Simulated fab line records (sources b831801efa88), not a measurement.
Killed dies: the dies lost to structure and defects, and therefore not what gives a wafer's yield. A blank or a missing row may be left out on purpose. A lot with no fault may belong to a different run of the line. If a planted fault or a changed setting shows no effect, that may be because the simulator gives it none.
Which tool is to blame? / flow gf180mcu / 72 wafers from 24 lots sampled at 5 of the route's 602 steps

WHAT THE GAUGES SHOWED, per wafer
GF_STI_THK_MEAS_22. Usual: STI_OXIDATION_01_THK 14.9 nm, standard deviation 0.32.
lot=L074; measured=day 2 03:15; on=film_metro-02; STI_OXIDATION_01_THK (nm)=14.5 14.8 14.5; flag=
lot=L075; measured=day 2 08:04; on=film_metro-01; STI_OXIDATION_01_THK (nm)=14.8 14.8 14.9; flag=
lot=L076; measured=day 2 12:37; on=film_metro-04; STI_OXIDATION_01_THK (nm)=14.1 14.4 14.0; flag=
lot=L077; measured=day 2 20:10; on=film_metro-02; STI_OXIDATION_01_THK (nm)=14.7 15.0 14.8; flag=
lot=L078; measured=day 2 23:48; on=film_metro-02; STI_OXIDATION_01_THK (nm)=15.4 15.7 15.7; flag=
lot=L079; measured=day 3 04:43; on=film_metro-02; STI_OXIDATION_01_THK (nm)=15.2 15.1 15.0; flag=
lot=L080; measured=day 3 09:37; on=film_metro-01; STI_OXIDATION_01_THK (nm)=14.9 15.1 15.0; flag=
lot=L081; measured=day 3 15:24; on=film_metro-04; STI_OXIDATION_01_THK (nm)=15.5 15.3 15.2; flag=
lot=L082; measured=day 3 21:05; on=film_metro-02; STI_OXIDATION_01_THK (nm)=15.2 15.1 15.1; flag=
lot=L083; measured=day 4 02:05; on=film_metro-02; STI_OXIDATION_01_THK (nm)=14.7 14.8 15.0; flag=
lot=L084; measured=day 4 07:07; on=film_metro-02; STI_OXIDATION_01_THK (nm)=14.8 15.0 14.7; flag=
lot=L085; measured=day 4 12:42; on=film_metro-04; STI_OXIDATION_01_THK (nm)=15.4 15.6 15.5; flag=
lot=L086; measured=day 4 16:52; on=film_metro-01; STI_OXIDATION_01_THK (nm)=14.8 14.9 14.8; flag=
lot=L087; measured=day 5 01:52; on=film_metro-02; STI_OXIDATION_01_THK (nm)=14.7 14.8 14.7; flag=
lot=L088; measured=day 5 05:17; on=film_metro-02; STI_OXIDATION_01_THK (nm)=14.7 14.7 14.5; flag=
lot=L089; measured=day 5 09:22; on=film_metro-02; STI_OXIDATION_01_THK (nm)=14.6 14.6 14.5; flag=
lot=L090; measured=day 5 16:38; on=film_metro-04; STI_OXIDATION_01_THK (nm)=14.6 14.5 14.5; flag=
lot=L091; measured=day 5 22:52; on=film_metro-01; STI_OXIDATION_01_THK (nm)=14.9 14.6 15.0; flag=
lot=L092; measured=day 6 03:28; on=film_metro-02; STI_OXIDATION_01_THK (nm)=14.8 15.2 15.2; flag=
lot=L093; measured=day 6 07:06; on=film_metro-02; STI_OXIDATION_01_THK (nm)=14.8 15.0 15.2; flag=
lot=L094; measured=day 6 10:54; on=film_metro-04; STI_OXIDATION_01_THK (nm)=15.1 15.2 15.2; flag=
lot=L095; measured=day 6 17:39; on=film_metro-02; STI_OXIDATION_01_THK (nm)=14.8 14.8 14.7; flag=
lot=L096; measured=day 6 22:28; on=film_metro-01; STI_OXIDATION_01_THK (nm)=15.0 15.2 14.9; flag=
lot=L097; measured=day 7 03:47; on=film_metro-04; STI_OXIDATION_01_THK (nm)=14.4 14.3 14.5; flag=

GF_M1_CD_MEAS_14: the cd target is 230 nm. Usual: 229.8 nm for cd_nm, sd 1.4.
lot=L074; measured=day 16 23:00; on=cd_sem-02; cd_nm (nm)=227.3 229.1 229.1; flag=
lot=L075; measured=day 17 11:16; on=cd_sem-01; cd_nm (nm)=231.7 230.5 230.7; flag=
lot=L076; measured=day 17 16:41; on=cd_sem-02; cd_nm (nm)=230.0 230.0 230.1; flag=
lot=L077; measured=day 18 05:44; on=cd_sem-02; cd_nm (nm)=231.0 230.4 230.9; flag=
lot=L078; measured=day 18 15:29; on=cd_sem-01; cd_nm (nm)=228.9 229.7 230.8; flag=
lot=L079; measured=day 18 23:29; on=cd_sem-01; cd_nm (nm)=230.3 230.1 230.0; flag=
lot=L080; measured=day 19 04:29; on=cd_sem-01; cd_nm (nm)=228.0 226.0 226.5; flag=
lot=L081; measured=day 19 15:32; on=cd_sem-01; cd_nm (nm)=228.9 230.2 229.8; flag=
lot=L082; measured=day 19 20:24; on=cd_sem-02; cd_nm (nm)=228.1 229.9 230.1; flag=
lot=L083; measured=day 20 12:23; on=cd_sem-02; cd_nm (nm)=230.6 230.2 229.6; flag=
lot=L084; measured=day 20 19:13; on=cd_sem-01; cd_nm (nm)=227.8 229.6 228.6; flag=
lot=L085; measured=day 21 03:34; on=cd_sem-02; cd_nm (nm)=231.9 231.7 230.2; flag=
lot=L086; measured=day 21 15:16; on=cd_sem-01; cd_nm (nm)=229.2 229.8 230.1; flag=
lot=L087; measured=day 22 07:01; on=cd_sem-01; cd_nm (nm)=229.7 228.6 228.6; flag=
lot=L088; measured=day 22 09:32; on=cd_sem-01; cd_nm (nm)=231.9 232.4 231.9; flag=
lot=L089; measured=day 22 14:06; on=cd_sem-01; cd_nm (nm)=227.7 227.3 227.1; flag=
lot=L090; measured=day 23 05:43; on=cd_sem-02; cd_nm (nm)=227.9 227.7 228.4; flag=
lot=L091; measured=day 23 11:16; on=cd_sem-02; cd_nm (nm)=229.6 229.0 230.9; flag=
lot=L092; measured=day 23 16:58; on=cd_sem-01; cd_nm (nm)=229.8 228.2 228.3; flag=
lot=L093; measured=day 24 01:43; on=cd_sem-02; cd_nm (nm)=231.0 230.2 231.1; flag=
lot=L094; measured=day 24 07:17; on=cd_sem-01; cd_nm (nm)=230.3 231.4 232.2; flag=
lot=L095; measured=day 24 17:18; on=cd_sem-01; cd_nm (nm)=231.7 232.1 229.8; flag=
lot=L096; measured=day 24 21:12; on=cd_sem-02; cd_nm (nm)=230.5 230.2 231.4; flag=
lot=L097; measured=day 25 05:08; on=cd_sem-02; cd_nm (nm)=231.2 230.0 229.7; flag=

GF_V2_BOW_MEAS_05. Usual: V2_BOW 100 um, standard deviation 7.8.
lot=L074; measured=day 19 02:19; on=film_metro-01; V2_BOW (um)=97 95 96; flag=
lot=L075; measured=day 19 14:33; on=film_metro-01; V2_BOW (um)=91 101 107; flag=
lot=L076; measured=day 19 20:09; on=film_metro-03; V2_BOW (um)=99 82 85; flag=
lot=L077; measured=day 20 10:02; on=film_metro-04; V2_BOW (um)=104 91 106; flag=
lot=L078; measured=day 20 20:27; on=film_metro-01; V2_BOW (um)=93 98 92; flag=
lot=L079; measured=day 21 03:41; on=film_metro-04; V2_BOW (um)=90 93 87; flag=
lot=L080; measured=day 21 08:59; on=film_metro-04; V2_BOW (um)=102 86 92; flag=
lot=L081; measured=day 21 19:56; on=film_metro-01; V2_BOW (um)=85 106 103; flag=
lot=L082; measured=day 22 00:09; on=film_metro-04; V2_BOW (um)=100 88 100; flag=
lot=L083; measured=day 22 17:14; on=film_metro-04; V2_BOW (um)=107 101 108; flag=
lot=L084; measured=day 22 23:53; on=film_metro-01; V2_BOW (um)=104 108 114; flag=
lot=L085; measured=day 23 06:43; on=film_metro-04; V2_BOW (um)=94 99 106; flag=
lot=L086; measured=day 23 18:20; on=film_metro-01; V2_BOW (um)=99 96 107; flag=
lot=L087; measured=day 24 09:20; on=film_metro-01; V2_BOW (um)=110 105 112; flag=
lot=L088; measured=day 24 11:57; on=film_metro-01; V2_BOW (um)=117 106 115; flag=
lot=L089; measured=day 24 15:43; on=film_metro-01; V2_BOW (um)=119 114 117; flag=
lot=L090; measured=day 25 05:54; on=film_metro-01; V2_BOW (um)=102 98 103; flag=
lot=L091; measured=day 25 11:17; on=film_metro-01; V2_BOW (um)=104 108 103; flag=
lot=L092; measured=day 25 18:08; on=film_metro-04; V2_BOW (um)=84 88 106; flag=
lot=L093; measured=day 26 01:18; on=film_metro-01; V2_BOW (um)=94 96 93; flag=
lot=L094; measured=day 26 08:13; on=film_metro-04; V2_BOW (um)=98 90 91; flag=
lot=L095; measured=day 26 15:34; on=film_metro-04; V2_BOW (um)=104 90 97; flag=
lot=L096; measured=day 26 19:56; on=film_metro-04; V2_BOW (um)=95 96 98; flag=
lot=L097; measured=day 27 03:48; on=film_metro-04; V2_BOW (um)=113 104 98; flag=

WHICH TOOL RAN EACH LOT (tool, then ch and the chambers of the sampled wafers, then the start)
lot=L074; GF_POLY_GATE_ETCH_12=rie_diel-03 ch 1,2,3, day 9 02:17; GF_V1_CVD_02=pecvd-04 ch 0,2, day 16 23:55
lot=L075; GF_POLY_GATE_ETCH_12=rie_diel-01 ch 2,3, day 9 10:54; GF_V1_CVD_02=pecvd-04 ch 0,1,2, day 17 12:10
lot=L076; GF_POLY_GATE_ETCH_12=rie_diel-04 ch 0,2,3, day 9 15:35; GF_V1_CVD_02=pecvd-02 ch 0,1,2, day 17 17:39
lot=L077; GF_POLY_GATE_ETCH_12=rie_diel-01 ch 0,1,3, day 10 02:08; GF_V1_CVD_02=pecvd-04 ch 0,1,2, day 18 06:39
lot=L078; GF_POLY_GATE_ETCH_12=rie_diel-03 ch 1,2, day 10 09:18; GF_V1_CVD_02=pecvd-02 ch 0,1,2, day 18 16:26
lot=L079; GF_POLY_GATE_ETCH_12=rie_diel-03 ch 0,3, day 10 15:41; GF_V1_CVD_02=pecvd-01 ch 0,1,2, day 19 00:24
lot=L080; GF_POLY_GATE_ETCH_12=rie_diel-01 ch 0,2, day 10 19:27; GF_V1_CVD_02=pecvd-02 ch 0,2, day 19 05:22
lot=L081; GF_POLY_GATE_ETCH_12=rie_diel-03 ch 0,2, day 11 03:48; GF_V1_CVD_02=pecvd-01 ch 0,1,2, day 19 16:27
lot=L082; GF_POLY_GATE_ETCH_12=rie_diel-03 ch 1,3, day 11 09:27; GF_V1_CVD_02=pecvd-04 ch 1,2, day 19 21:19
lot=L083; GF_POLY_GATE_ETCH_12=rie_diel-04 ch 1,3, day 11 21:33; GF_V1_CVD_02=pecvd-01 ch 0,1,2, day 20 13:35
lot=L084; GF_POLY_GATE_ETCH_12=rie_diel-04 ch 0,1, day 12 03:08; GF_V1_CVD_02=pecvd-02 ch 1,2, day 20 20:29
lot=L085; GF_POLY_GATE_ETCH_12=rie_diel-03 ch 1,2,3, day 12 09:02; GF_V1_CVD_02=pecvd-04 ch 0,1, day 21 04:29
lot=L086; GF_POLY_GATE_ETCH_12=rie_diel-03 ch 0,1,3, day 12 17:33; GF_V1_CVD_02=pecvd-04 ch 0,1,2, day 21 16:10
lot=L087; GF_POLY_GATE_ETCH_12=rie_diel-04 ch 2,3, day 13 07:15; GF_V1_CVD_02=pecvd-01 ch 1,2, day 22 08:03
lot=L088; GF_POLY_GATE_ETCH_12=rie_diel-01 ch 0,2,3, day 13 09:42; GF_V1_CVD_02=pecvd-02 ch 1, day 22 10:29
lot=L089; GF_POLY_GATE_ETCH_12=rie_diel-03 ch 0,1, day 13 14:02; GF_V1_CVD_02=pecvd-02 ch 2, day 22 15:01
lot=L090; GF_POLY_GATE_ETCH_12=rie_diel-01 ch 2,3, day 14 03:38; GF_V1_CVD_02=pecvd-01 ch 0,1,2, day 23 06:39
lot=L091; GF_POLY_GATE_ETCH_12=rie_diel-04 ch 0,1,2, day 14 11:03; GF_V1_CVD_02=pecvd-02 ch 1, day 23 12:18
lot=L092; GF_POLY_GATE_ETCH_12=rie_diel-03 ch 1,3, day 14 16:15; GF_V1_CVD_02=pecvd-01 ch 0,1, day 23 17:58
lot=L093; GF_POLY_GATE_ETCH_12=rie_diel-01 ch 0,1, day 14 23:15; GF_V1_CVD_02=pecvd-04 ch 0,1,2, day 24 02:37
lot=L094; GF_POLY_GATE_ETCH_12=rie_diel-01 ch 1,3, day 15 04:53; GF_V1_CVD_02=pecvd-02 ch 1,2, day 24 08:15
lot=L095; GF_POLY_GATE_ETCH_12=rie_diel-04 ch 0,1,3, day 15 13:15; GF_V1_CVD_02=pecvd-02 ch 1,2, day 24 18:13
lot=L096; GF_POLY_GATE_ETCH_12=rie_diel-03 ch 0,3, day 15 18:48; GF_V1_CVD_02=pecvd-02 ch 1,2, day 24 22:07
lot=L097; GF_POLY_GATE_ETCH_12=rie_diel-01 ch 0,2,3, day 16 02:32; GF_V1_CVD_02=pecvd-04 ch 0,1,2, day 25 06:07
- GF_POLY_GATE_ETCH_12: etches BARC in N2/H2.
- GF_V1_CVD_02: deposits SiO2 from TEOS, target thk 850 nm, time 94.851 s.

WHAT THE TOOLS THEMSELVES READ (means of the sampled wafers that have a number; where no wafer has one, the mark that the record gives instead)
GF_POLY_GATE_ETCH_12. Usual: drypump_motor_current_A 6.0 A, standard deviation 0.38; oes_product_au 0.736 a.u., standard deviation 0.0048; rf_fwd_power_W 495.6 W, standard deviation 2; throttle_valve_pct 13.214 %, standard deviation 0.008.
lot=L074; tool=rie_diel-03; drypump_motor_current_A (A)=6.1; oes_product_au (a.u.)=0.738; rf_fwd_power_W (W)=495.1; throttle_valve_pct (%)=13.204; flag=
lot=L075; tool=rie_diel-01; drypump_motor_current_A (A)=6.0; oes_product_au (a.u.)=0.738; rf_fwd_power_W (W)=496.1; throttle_valve_pct (%)=13.217; flag=
lot=L076; tool=rie_diel-04; drypump_motor_current_A (A)=5.6; oes_product_au (a.u.)=0.735; rf_fwd_power_W (W)=495.4; throttle_valve_pct (%)=13.205; flag=
lot=L077; tool=rie_diel-01; drypump_motor_current_A (A)=6.1; oes_product_au (a.u.)=0.735; rf_fwd_power_W (W)=495.5; throttle_valve_pct (%)=13.211; flag=
lot=L078; tool=rie_diel-03; drypump_motor_current_A (A)=6.0; oes_product_au (a.u.)=0.736; rf_fwd_power_W (W)=495.5; throttle_valve_pct (%)=13.217; flag=
lot=L079; tool=rie_diel-03; drypump_motor_current_A (A)=5.7; oes_product_au (a.u.)=0.732; rf_fwd_power_W (W)=493.9; throttle_valve_pct (%)=13.208; flag=
lot=L080; tool=rie_diel-01; drypump_motor_current_A (A)=5.9; oes_product_au (a.u.)=0.738; rf_fwd_power_W (W)=495.0; throttle_valve_pct (%)=13.212; flag=
lot=L081; tool=rie_diel-03; drypump_motor_current_A (A)=5.9; oes_product_au (a.u.)=0.734; rf_fwd_power_W (W)=495.7; throttle_valve_pct (%)=13.213; flag=
lot=L082; tool=rie_diel-03; drypump_motor_current_A (A)=6.1; oes_product_au (a.u.)=0.737; rf_fwd_power_W (W)=496.6; throttle_valve_pct (%)=13.208; flag=
lot=L083; tool=rie_diel-04; drypump_motor_current_A (A)=6.3; oes_product_au (a.u.)=0.737; rf_fwd_power_W (W)=496.4; throttle_valve_pct (%)=13.213; flag=
lot=L084; tool=rie_diel-04; drypump_motor_current_A (A)=6.2; oes_product_au (a.u.)=0.732; rf_fwd_power_W (W)=494.3; throttle_valve_pct (%)=13.215; flag=
lot=L085; tool=rie_diel-03; drypump_motor_current_A (A)=6.0; oes_product_au (a.u.)=0.734; rf_fwd_power_W (W)=495.7; throttle_valve_pct (%)=13.214; flag=
lot=L086; tool=rie_diel-03; drypump_motor_current_A (A)=5.9; oes_product_au (a.u.)=0.733; rf_fwd_power_W (W)=495.4; throttle_valve_pct (%)=13.230; flag=
lot=L087; tool=rie_diel-04; drypump_motor_current_A (A)=5.5; oes_product_au (a.u.)=0.731; rf_fwd_power_W (W)=496.9; throttle_valve_pct (%)=13.211; flag=
lot=L088; tool=rie_diel-01; drypump_motor_current_A (A)=5.9; oes_product_au (a.u.)=0.734; rf_fwd_power_W (W)=496.5; throttle_valve_pct (%)=13.219; flag=
lot=L089; tool=rie_diel-03; drypump_motor_current_A (A)=5.7; oes_product_au (a.u.)=0.733; rf_fwd_power_W (W)=495.7; throttle_valve_pct (%)=13.213; flag=
lot=L090; tool=rie_diel-01; drypump_motor_current_A (A)=5.9; oes_product_au (a.u.)=0.735; rf_fwd_power_W (W)=494.5; throttle_valve_pct (%)=13.221; flag=
lot=L091; tool=rie_diel-04; drypump_motor_current_A (A)=5.9; oes_product_au (a.u.)=0.731; rf_fwd_power_W (W)=497.1; throttle_valve_pct (%)=13.216; flag=
lot=L092; tool=rie_diel-03; drypump_motor_current_A (A)=6.1; oes_product_au (a.u.)=0.738; rf_fwd_power_W (W)=496.5; throttle_valve_pct (%)=13.217; flag=
lot=L093; tool=rie_diel-01; drypump_motor_current_A (A)=6.4; oes_product_au (a.u.)=0.736; rf_fwd_power_W (W)=496.3; throttle_valve_pct (%)=13.213; flag=
lot=L094; tool=rie_diel-01; drypump_motor_current_A (A)=6.4; oes_product_au (a.u.)=0.737; rf_fwd_power_W (W)=494.9; throttle_valve_pct (%)=13.214; flag=
lot=L095; tool=rie_diel-04; drypump_motor_current_A (A)=6.1; oes_product_au (a.u.)=0.736; rf_fwd_power_W (W)=495.4; throttle_valve_pct (%)=13.215; flag=
lot=L096; tool=rie_diel-03; drypump_motor_current_A (A)=5.7; oes_product_au (a.u.)=0.739; rf_fwd_power_W (W)=492.6; throttle_valve_pct (%)=13.214; flag=
lot=L097; tool=rie_diel-01; drypump_motor_current_A (A)=5.9; oes_product_au (a.u.)=0.739; rf_fwd_power_W (W)=495.2; throttle_valve_pct (%)=13.205; flag=

GF_V1_CVD_02. Usual: heater_power_w 724 W, standard deviation 150; rf_fwd_power_W 596.2 W, standard deviation 2.5.
lot=L074; tool=pecvd-04; heater_power_w (W)=722; rf_fwd_power_W (W)=594.6; flag=
lot=L075; tool=pecvd-04; heater_power_w (W)=634; rf_fwd_power_W (W)=596.0; flag=
lot=L076; tool=pecvd-02; heater_power_w (W)=767; rf_fwd_power_W (W)=596.7; flag=
lot=L077; tool=pecvd-04; heater_power_w (W)=687; rf_fwd_power_W (W)=596.5; flag=
lot=L078; tool=pecvd-02; heater_power_w (W)=758; rf_fwd_power_W (W)=596.4; flag=
lot=L079; tool=pecvd-01; heater_power_w (W)=651; rf_fwd_power_W (W)=597.1; flag=
lot=L080; tool=pecvd-02; heater_power_w (W)=722; rf_fwd_power_W (W)=598.3; flag=
lot=L081; tool=pecvd-01; heater_power_w (W)=659; rf_fwd_power_W (W)=597.0; flag=
lot=L082; tool=pecvd-04; heater_power_w (W)=666; rf_fwd_power_W (W)=596.6; flag=
lot=L083; tool=pecvd-01; heater_power_w (W)=536; rf_fwd_power_W (W)=596.7; flag=
lot=L084; tool=pecvd-02; heater_power_w (W)=858; rf_fwd_power_W (W)=594.7; flag=
lot=L085; tool=pecvd-04; heater_power_w (W)=639; rf_fwd_power_W (W)=596.7; flag=
lot=L086; tool=pecvd-04; heater_power_w (W)=678; rf_fwd_power_W (W)=595.7; flag=
lot=L087; tool=pecvd-01; heater_power_w (W)=647; rf_fwd_power_W (W)=595.8; flag=
lot=L088; tool=pecvd-02; heater_power_w (W)=951; rf_fwd_power_W (W)=593.0; flag=
lot=L089; tool=pecvd-02; heater_power_w (W)=648; rf_fwd_power_W (W)=596.8; flag=
lot=L090; tool=pecvd-01; heater_power_w (W)=649; rf_fwd_power_W (W)=596.4; flag=
lot=L091; tool=pecvd-02; heater_power_w (W)=959; rf_fwd_power_W (W)=595.9; flag=
lot=L092; tool=pecvd-01; heater_power_w (W)=617; rf_fwd_power_W (W)=596.1; flag=
lot=L093; tool=pecvd-04; heater_power_w (W)=712; rf_fwd_power_W (W)=593.9; flag=
lot=L094; tool=pecvd-02; heater_power_w (W)=857; rf_fwd_power_W (W)=597.3; flag=
lot=L095; tool=pecvd-02; heater_power_w (W)=726; rf_fwd_power_W (W)=598.4; flag=
lot=L096; tool=pecvd-02; heater_power_w (W)=734; rf_fwd_power_W (W)=597.1; flag=
lot=L097; tool=pecvd-04; heater_power_w (W)=671; rf_fwd_power_W (W)=597.3; flag=

THE ANSWER, worked out from the rows above alone
Rule: a lot counts as off when the mean over its wafers that have a number is more than 3 standard deviations away from the usual mean. A lot without any number at a reading at which 4 lots or more have one is off too. Any other lot the step has rows for is counted as sound. Order of review: gauges by route order, followed by the tools' own readings, for which a lot's mean as printed above is used. The first step at which some lot is off is used, and at that step the reading that is off furthest; a lot without a number counts as furthest.
No lot is off on any of the readings shown, so nothing can be concluded from this.

WHAT THE SIMULATOR HAD PUT IN
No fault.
